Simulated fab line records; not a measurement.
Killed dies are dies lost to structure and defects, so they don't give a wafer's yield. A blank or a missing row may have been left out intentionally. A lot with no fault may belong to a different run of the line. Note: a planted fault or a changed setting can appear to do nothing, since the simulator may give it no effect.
A struck lot beside a sound one | flow sky130 | 42 out of 708 route steps
Sound: these wafers, L820.2, L820.3, L820.4. The struck wafers were L831.1, L831.4, L831.5. The cause is given at the end.
At each step with rows: each side's tool, then ch and its chambers, then its first start. Under that, the readings that differ: sound wafers | struck wafers | difference of the means | sigmas: that difference in standard deviations of wafers without a fault.
alike: words and numbers the same on both sides, and readings whose means are apart by under 2 such deviations; not compared: readings that were withheld, readings missing a value for some wafer, numbers with overlapping values and no deviation given by the record, and bounds like >300 which may hide the same value.
Wherever a step has rows on one side only, a row that says differs or no value, or a row with sigmas, the two part there. When numbers do not overlap yet have no deviation, they are printed without sigmas and do not part them. A reading missing from all wafers of one side parts the sides only when that side holds two or more wafers.

SKY_PWDE_STRIP_09: strips in O2/N2.
  sound on plasma asher-03 ch 0,1, day 6 05:41; struck on plasma asher-02 ch 1, day 8 18:21
  reading                     | sound       | struck      | difference | sigmas
  drypump motor current A (A) | 6.4 5.7 6.4 | 5.4 5.4 5.4 | -0.8       | -2
  alike: n2 flow sccm, oes product au, strip time to endpoint s
  not compared: rf hours counter h
SKY_PWDE_TW_MEAS_10:
  sound on film metro-01, day 6 05:48; struck on film metro-03, day 8 18:27
  reading | sound             | struck            | difference | sigmas
  PWDE_TW | 372.8 370.1 372.2 | 375.4 377.5 374.3 | +4.0       | +3
then, 7 steps without rows for these wafers: SKY_NWELL_DEHYDRATE_03 (time 60 s); SKY_NWELL_HMDS_04 (prime time 60 s); SKY_NWELL_COAT_05 (resist thk 3000 nm); SKY_NWELL_SOFTBAKE_06; SKY_NWELL_EXPOSE_07 (exposes mask NWM, target cd 840 nm); SKY_NWELL_PEB_08; SKY_NWELL_DEVELOP_09 (develop time 57.24 s).
SKY_NWELL_OVL_MEAS_10:
  sound on overlay-02, day 7 00:49; struck on overlay-01, day 9 15:36
  alike: NWELL_00_OVL
then, 2 steps without rows for these wafers: SKY_NWELL_IMPLANT_11; SKY_NWELL_IMPLANT_12.
SKY_NWELL_IMPLANT_13:
  sound on implanter-01 ch 0, day 7 01:10; struck on implanter-03 ch 0, day 9 16:20
SKY_NWELL_STRIP_14: strips in O2/N2.
  sound on plasma asher-04 ch 0,1, day 7 01:17; struck on plasma asher-04 ch 0,1, day 9 16:29
  alike: drypump motor current A, n2 flow sccm, oes product au, strip time to endpoint s
  not compared: rf hours counter h
SKY_NWELL_TW_MEAS_15:
  sound on film metro-01, day 7 01:24; struck on film metro-02, day 9 16:35
  alike: NWELL_TW
then, 7 steps without rows for these wafers: SKY_NWELL_DEHYDRATE_16 (time 60 s); SKY_NWELL_HMDS_17 (prime time 60 s); SKY_NWELL_COAT_18 (resist thk 3000 nm); SKY_NWELL_SOFTBAKE_19; SKY_NWELL_EXPOSE_20 (exposes mask NWM COMPLEMENT, target cd 840 nm); SKY_NWELL_PEB_21; SKY_NWELL_DEVELOP_22 (develop time 60 s).
SKY_NWELL_OVL_MEAS_23:
  sound on overlay-02, day 7 21:23; struck on overlay-01, day 10 14:53
  alike: NWELL_01_OVL
after that, 1 step had no rows for these wafers: SKY_NWELL_IMPLANT_24.
SKY_NWELL_STRIP_25: strips in O2/N2.
  sound on plasma asher-01 ch 0,1, day 7 21:34; struck on plasma asher-01 ch 0,1, day 10 15:04
  alike: drypump motor current A, n2 flow sccm, oes product au, strip time to endpoint s
  not compared: rf hours counter h
SKY_NWELL_TW_MEAS_26:
  sound on film metro-03, day 7 21:41; struck on film metro-02, day 10 15:10
  reading    | sound             | struck            | difference | sigmas
  NWELL_2_TW | 492.1 493.1 496.4 | 499.3 500.3 498.7 | +5.6       | +2
then, 1 step without rows for these wafers: SKY_NWELL_CLEAN_27 (cleans in SC1/SC2, time 150 s).
SKY_NWELL_RTA_28: time 30 s.
  sound on rtp anneal-01 ch 0, day 7 21:48; struck on rtp anneal-01 ch 0, day 10 15:19
  alike: chamber o2 ppm, lamp power pct, wafer_temp_C_max
SKY_NWELL_RS_MEAS_29: a four-point-probe measurement.
  sound on film metro-02, day 7 21:55; struck on film metro-03, day 10 15:25
  alike: NWELL_RS
SKY_NWELL_RS_MEAS_31: a four-point-probe measurement.
  sound on film metro-02, day 7 22:09; struck on film metro-03, day 10 15:39
  alike: PWDE_RS
then, 7 steps without rows for these wafers: SKY_VT_ADJUST_HVTP_DEHYDRATE_00 (time 60 s); SKY_VT_ADJUST_HVTP_HMDS_01 (prime time 60 s); SKY_VT_ADJUST_HVTP_COAT_02 (resist thk 1140 nm); SKY_VT_ADJUST_HVTP_SOFTBAKE_03 (time 60 s); SKY_VT_ADJUST_HVTP_EXPOSE_04 (exposes mask HVTPM, target cd 380 nm); SKY_VT_ADJUST_HVTP_PEB_05; SKY_VT_ADJUST_HVTP_DEVELOP_06 (develop time 60 s).
SKY_VT_ADJUST_HVTP_CD_MEAS_07: the cd target is 380 nm.
  sound on cd sem-02, day 8 18:52; struck on cd sem-02, day 11 14:55
  alike: cd nm
SKY_VT_ADJUST_HVTP_OVL_MEAS_08:
  sound on overlay-02, day 8 18:58; struck on overlay-01, day 11 15:02
  alike: VT_ADJUST_HVTP_OVL
after that, 1 step had no rows for these wafers: SKY_VT_ADJUST_HVTP_IMPLANT_09.
SKY_VT_ADJUST_HVTP_STRIP_10: strips in O2/N2.
  sound on plasma asher-01 ch 0,1, day 8 19:08; struck on plasma asher-01 ch 0,1, day 11 15:13
  reading                      | sound             | struck            | difference | sigmas
  strip time to endpoint s (s) | 14.25 14.24 14.26 | 14.19 14.14 14.13 | -0.10      | -2
  alike: drypump motor current A, n2 flow sccm, oes product au
  not compared: rf hours counter h
-- the record jumps here: 39 days lie between the struck wafers' starts before and after (it left off in module VT_ADJUST_HVTP and takes up again in module PAD_OPEN, whose first step shown is number 708 of the route) --
SKY_PAD_OPEN_PROBE_99:
  sound on prober-01, day 48 12:44; struck on prober-02, day 50 16:50
  reading                                  | sound                    | struck                  | difference | sigmas
  model.etest.pfet_16v.vt v (V)            | -1.112 -1.113 -1.107     | -1.057 -1.058 -1.055    | +0.054     |
  model.etest.pfet g5v0d10v5.vt long v (V) | -0.945 -0.9402 -0.9388   | -0.901 -0.8954 -0.8955  | +0.044     |
  model.etest.pfet_01v8_lvt.vt long v (V)  | -0.6622 -0.6614 -0.6602  | -0.6232 -0.6261 -0.6238 | +0.0369    |
  model.etest.pfet_01v8_lvt.vt v range     | 0.02489 0.01829 0.02854  | 0.03734 0.03209 0.03674 | +0.01148   |
  model.etest.pfet_01v8.vt v range         | 0.009624 0.01074 0.01035 | 0.02503 0.01562 0.01621 | +0.00872   |
  alike: killed_at_M0_to_M3, killed_at_M4_up, killed at contacts, killed at front end, killed at other, killed dies, killed open, killed short
  not compared: model.etest.pfet g5v0d10v5.vt v range

WHERE THEY PART
Last at SKY_VT_ADJUST_HVTP_STRIP_10 as far as this record goes, first at SKY_PWDE_STRIP_09. Later steps at which nothing parts them and some readings are alike: SKY_PAD_OPEN_PROBE_99.

WHY: what the simulator had put in
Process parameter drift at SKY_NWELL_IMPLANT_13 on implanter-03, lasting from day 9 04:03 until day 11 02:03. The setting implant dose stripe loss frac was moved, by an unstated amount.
